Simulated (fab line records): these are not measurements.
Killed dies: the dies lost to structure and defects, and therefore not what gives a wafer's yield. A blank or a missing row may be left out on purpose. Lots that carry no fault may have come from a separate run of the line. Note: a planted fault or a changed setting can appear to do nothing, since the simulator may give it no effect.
Which tool did it? -- flow gf180mcu -- 7 lots, 21 wafers sampled, at 1 step of a route of 602

## WHAT EACH GAUGE READ, for each wafer
GF_STI_BOW_MEAS_00.
lot,measured,on,INCOMING_BOW (um)
L688,day 1 20:01,film-metro-01,-6 0 1
L691,day 2 11:01,film-metro-02,5 4 2
L695,day 3 07:01,film-metro-01,12 -3 -1
L699,day 4 03:04,film-metro-02,4 3 2
L701,day 4 13:01,film-metro-02,-4 -6 -3
L703,day 4 23:01,film-metro-04,-3 0 -8
L705,day 5 09:00,film-metro-02,10 -17 -9

## EACH LOT AND THE TOOL THAT RAN IT (in order: tool; ch and the chambers of the sampled wafers; start)
Record: no process step prior to these readings.

## THE ANSWER, worked out from the rows above alone
Rule: usual is defined by the lots themselves. The widest of any qualifying gaps counts: lots, ordered by their means at a reading, are off when they make up no more than a third of the lots, leave a main group of 4 or more, and stand apart from it by 3 or more times the standard deviation of that group's means. If all means in a main group match to the digits the tables above print for the reading, that group is not used. A lot without any number at a reading at which 4 lots or more have one is off too. Where the step has rows for the other lots, those lots are counted as sound.
Nothing can be told from this: no lot is off at any reading shown.

## WHAT THE SIMULATOR HAD INSERTED
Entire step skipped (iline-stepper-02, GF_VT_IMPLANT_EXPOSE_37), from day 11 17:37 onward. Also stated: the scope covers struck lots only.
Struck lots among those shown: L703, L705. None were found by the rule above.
